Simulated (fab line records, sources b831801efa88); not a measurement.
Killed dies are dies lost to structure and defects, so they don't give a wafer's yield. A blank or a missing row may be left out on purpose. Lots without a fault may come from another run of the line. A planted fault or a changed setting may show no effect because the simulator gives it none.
Which tool did it? | flow gf180mcu | 6 lots, 18 wafers sampled, at 2 steps of a route of 602

WHAT THE GAUGES READ, wafer by wafer
GF_V5_CD_MEAS_14: target cd 260 nm.
lot  | measured     | on        | cd_nm (nm)
L166 | day 27 13:37 | cd_sem-02 | 258.8 261.0 260.9
L170 | day 28 20:10 | cd_sem-02 | 259.9 261.5 260.1
L172 | day 29 11:13 | cd_sem-01 | 260.3 260.2 260.5
L175 | day 30 13:23 | cd_sem-01 | 259.9 260.5 259.4
L178 | day 31 06:08 | cd_sem-01 | 261.3 260.0 261.5
L188 | day 33 16:59 | cd_sem-01 | 260.9 261.5 261.3

WHICH TOOL RAN EACH LOT (tool, then ch and the chambers of the sampled wafers, then the start)
lot  | GF_MIM_SPUTTER_09
L166 | pvd_sputter-04, day 24 21:30
L170 | pvd_sputter-01, day 26 07:25
L172 | pvd_sputter-04, day 26 22:47
L175 | pvd_sputter-04, day 28 02:39
L178 | pvd_sputter-03, day 28 21:19
L188 | pvd_sputter-01, day 31 14:09
- GF_MIM_SPUTTER_09: material TiN, target thk 35 nm, time 29.2 s.

THE ANSWER, worked out from the rows above alone
Rule: what is usual is taken from the lots themselves. Put in order of their means at a reading, lots are off if they are a third of the lots or fewer, leave a main group of 4 or more, and stand apart from it by a gap of 3 or more times the standard deviation of the main group's means; of several such gaps the widest counts. A main group whose means are all the same, to the digits that the tables above print for the reading, isn't used. A lot without any number at a reading at which 4 lots or more have one is off too. The other lots that the step has rows for count as sound.
No lot is off at any reading shown: from this, nothing can be told.

WHAT THE SIMULATOR HAD PUT IN
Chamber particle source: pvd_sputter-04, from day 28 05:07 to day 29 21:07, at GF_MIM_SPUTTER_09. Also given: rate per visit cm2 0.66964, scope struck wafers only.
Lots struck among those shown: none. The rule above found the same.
